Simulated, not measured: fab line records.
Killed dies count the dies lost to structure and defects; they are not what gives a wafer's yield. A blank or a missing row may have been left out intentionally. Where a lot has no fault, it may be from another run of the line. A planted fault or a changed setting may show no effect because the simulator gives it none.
Problem report, 8D (eight disciplines) form, completed by code + flow sky130 + the parts of the form that need people (team, actions taken, sign-off) are left out

1. WHAT IS WRONG
METAL2_ALCU_THK at SKY_METAL2_THK_MEAS_06 reads a mean of 263 nm on 9 wafers of 3 lots; wafers without a fault read 247 nm with a standard deviation of 3.1. That puts it +5.2 standard deviations away from the usual mean.
The step: measures by xrf.
Earliest sighting: wafer L960.2 on film-metro-01 at day 36 11:08. The record holds 36 wafers of 12 lots with a number at this step. Rule for "out", or "out of limits": more than 4 standard deviations from the usual mean. All remaining wafers that have a number are taken as sound.

2. WHAT THIS IS AND IS NOT
| question                    | is                           | is not                                                                                            |
|-----------------------------|------------------------------|---------------------------------------------------------------------------------------------------|
| which readings at this step | METAL2_ALCU_THK              | -                                                                                                 |
| which lots                  | L960, L961, L963             | L954, L955, L956, L964, L965, L967, L972, L974, L975                                              |
| which wafers of those lots  | all that have a number       | -                                                                                                 |
| read on which gauges        | film-metro-01, film-metro-03 | film-metro-02                                                                                     |
| when                        | from day 36 11:08            | up to then (9 sound wafers); but 18 sound wafers of L964, L965, L967, L972, L974, L975 came after |

3. WHAT RULES OUT EACH SUSPECT
Counting: any tool at a process step up to the reading is kept as a suspect provided that every lot that is out went through it and no sound lot did after the first of them.
- the gauge at SKY_METAL2_THK_MEAS_06 is ruled out. The wafers that are out were read on 2 gauges (film-metro-01, film-metro-03).
- pvd-sputter-02 at SKY_METAL2_SPUTTER_01 (material TiN, target thk 20 nm, time 16.7 s): kept. It ran every lot that is out, first L960 (day 36 10:53), and no sound lot after that; its last sound lot up to then is L956 (day 35 09:31).
- pvd-sputter-02 at SKY_METAL2_SPUTTER_04 (material TiN, target thk 70 nm, time 58.3 s): kept. It ran every lot that is out, first L960 (day 36 10:58), and no sound lot after that; its last sound lot up to then is L956 (day 35 09:34).
After counting, pvd-sputter-02 at SKY_METAL2_SPUTTER_01 and pvd-sputter-02 at SKY_METAL2_SPUTTER_04 remain.

4. THE CAUSE (what the simulator had put in)
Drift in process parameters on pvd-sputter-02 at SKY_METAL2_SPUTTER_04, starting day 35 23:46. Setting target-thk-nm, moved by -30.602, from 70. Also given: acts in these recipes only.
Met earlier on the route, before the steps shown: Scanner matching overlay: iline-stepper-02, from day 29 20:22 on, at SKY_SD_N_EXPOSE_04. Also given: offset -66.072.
Counting leaves 2 suspects; this tool is one of them.

5. THE EFFECT CHAIN, in route order
Rows list readings where the struck wafers' mean (over those with a number) sits beyond 3 standard deviations from the usual. Only readings whose record carries a usual standard deviation are examined. hours: median over the lots of the time between each lot's start at the first step of this table that gives one and its start at this step. sigmas: the change, counted in usual standard deviations.
| hours | step                   | reading         | usual  | on struck wafers | change | sigmas |
|-------|------------------------|-----------------|--------|------------------|--------|--------|
| 0     | SKY_METAL2_THK_MEAS_06 | METAL2_ALCU_THK | 247 nm | 263              | +16    | +5.2   |
Later measuring or inspecting steps at which every struck wafer that the step has a row for has a number for every such reading, and none has moved that far: SKY_VIA2_BOW_MEAS_03.

6. WHAT WOULD HAVE CAUGHT IT SOONER
Counted from the fault's start at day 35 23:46, it took 11 hours until the first out-of-limits reading at a measuring or inspecting step in this record, taken at day 36 11:08.
No tool reading at SKY_METAL2_SPUTTER_04 that has a usual standard deviation in the record was out on any struck wafer, so an alarm limit of 4 standard deviations on those readings would not have fired.
Among the 3 lots that are out, L961, L963 began SKY_METAL2_SPUTTER_04 on pvd-sputter-02 after day 36 11:08. A hold on the tool at that time would have spared those 2.
